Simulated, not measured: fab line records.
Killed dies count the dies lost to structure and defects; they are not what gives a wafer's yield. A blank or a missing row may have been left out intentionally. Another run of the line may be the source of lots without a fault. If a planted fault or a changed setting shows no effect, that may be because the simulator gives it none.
2 desks looking at one fault | flow gf180mcu | each desk holds nothing but its own numbers, with what lay behind them at the end

AT THE METROLOGY DESK
Lot by lot, what the gauges showed, no matter which tool ran the lot: averages of those sampled wafers that carry a number. The brackets show how far a lot's mean lies from the usual mean; more than 4 standard deviations puts the lot out of limits, marked OUT.
Columns: A = STI_CVD_03_THK at GF_STI_THK_MEAS_04, usual 207.3 nm; B = cd nm at GF_STI_CD_MEAS_12, usual 220.4 nm; C = DUAL_GATE_OXIDATION_00_THK at GF_DUAL_GATE_THK_MEAS_03, usual 10.90 nm; D = HV_LDD_CVD_54_THK at GF_HV_LDD_THK_MEAS_55, usual 9.95 nm
lot  | first seen here | A     | B     | C                | D
L406 | day 1 13:43     | 209.9 | 220.9 | 11.13            | 10.12
L407 | day 1 18:34     | 208.9 | 221.7 | 11.06            | 9.71
L408 | day 1 23:34     | 209.6 | 221.4 | 10.94            | 9.99
L409 | day 2 06:36     | 208.1 | 220.1 | 11.08            | 9.94
L410 | day 2 09:34     | 204.4 | 220.1 | 10.62            | 10.15
L411 | day 2 15:15     | 207.9 | 219.5 | 10.77            | 9.89
L413 | day 3 00:34     | 205.1 | 219.9 | 11.64            | 9.82
L414 | day 3 05:34     | 205.0 | 222.3 | 11.96 (+4.8) OUT | 9.94
L423 | day 5 04:06     | 205.3 | 220.2 | 11.03            | 10.30
L425 | day 5 12:34     | 207.9 | 221.1 | 10.99            | 9.92
L427 | day 5 23:33     | 207.6 | 220.2 | 11.08            | 9.78
L428 | day 6 03:44     | 205.2 | 220.9 | 10.84            | 9.82
L429 | day 6 09:19     | 202.4 | 220.8 | 10.63            | 9.79
This desk finds L414 out of limits, with the earliest case on L414 at day 9 18:05 (DUAL_GATE_OXIDATION_00_THK at GF_DUAL_GATE_THK_MEAS_03). In limits: L406, L407, L408, L409, L410, L411, L413, L423, L425, L427, L428, L429.

TOOL OWNER'S DESK, furnace-01
The tool's own readings at GF_DUAL_GATE_OXIDATION_02 (stabilise 600 s, purge 300 s, target thk 10.887 nm): means of the sampled wafers that have a number, for each lot that ran on this tool. The brackets show how far a lot's mean lies from the usual mean; more than 4 standard deviations puts the lot out of limits, marked OUT.
Columns: A = spike tc bottom C at GF_DUAL_GATE_OXIDATION_02, usual 919.5 C; B = spike tc centre C at GF_DUAL_GATE_OXIDATION_02, usual 900.2 C; C = spike tc lower C at GF_DUAL_GATE_OXIDATION_02, usual 900.7 C; D = spike tc top C at GF_DUAL_GATE_OXIDATION_02, usual 909.3 C; E = spike tc upper C at GF_DUAL_GATE_OXIDATION_02, usual 899.5 C; F = zone power upper pct at GF_DUAL_GATE_OXIDATION_02, usual 17.7 %
lot  | first seen here | A                | B                | C                | D                | E                | F
L407 | day 7 19:32     | 920.4            | 900.1            | 900.3            | 909.1            | 899.1            | 18.2
L410 | day 8 16:34     | 919.6            | 900.1            | 900.4            | 908.6            | 899.2            | 17.8
L411 | day 8 20:32     | 919.6            | 899.9            | 899.9            | 909.1            | 900.0            | 17.9
L413 | day 9 10:55     | 928.2 (+7.9) OUT | 908.8 (+7.8) OUT | 909.8 (+7.6) OUT | 917.3 (+4.7) OUT | 909.0 (+7.9) OUT | 18.4
L414 | day 9 16:38     | 929.1 (+8.7) OUT | 908.1 (+7.2) OUT | 910.4 (+8.1) OUT | 917.8 (+5.0) OUT | 906.5 (+5.9) OUT | 18.3
L423 | day 12 08:07    | 918.3            | 900.3            | 900.5            | 907.8            | 899.3            | 17.9
L425 | day 12 22:55    | 918.7            | 900.2            | 900.7            | 907.1            | 899.1            | 17.9
L427 | day 13 13:16    | 919.4            | 900.5            | 900.6            | 907.6            | 898.6            | 18.0
L428 | day 13 18:31    | 918.8            | 900.4            | 900.6            | 908.2            | 899.1            | 17.9
L429 | day 14 02:41    | 919.9            | 900.5            | 900.4            | 908.1            | 898.8            | 18.2
This desk's verdict: out of limits on L413, L414, starting with L413 at day 9 10:55 (spike tc bottom C at GF_DUAL_GATE_OXIDATION_02). In limits: L407, L410, L411, L423, L425, L427, L428, L429.

PUT TOGETHER
The tool owner's desk had the chance to raise an alarm at day 9 10:55 on L413, L414.
Metrology desk: alarm possible at day 9 18:05 on L414.
The metrology desk holds a record of L413, inside its limits.
Of the lots named, all ran GF_DUAL_GATE_OXIDATION_02 on furnace-01.

WHAT THE SIMULATOR HAD INSERTED
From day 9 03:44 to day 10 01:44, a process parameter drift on furnace-01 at GF_DUAL_GATE_OXIDATION_02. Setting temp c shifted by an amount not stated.
Shown lots that were struck: L413, L414.
Fault start to first reading out of limits, in hours, per desk: tool owner, 7; metrology, 14.
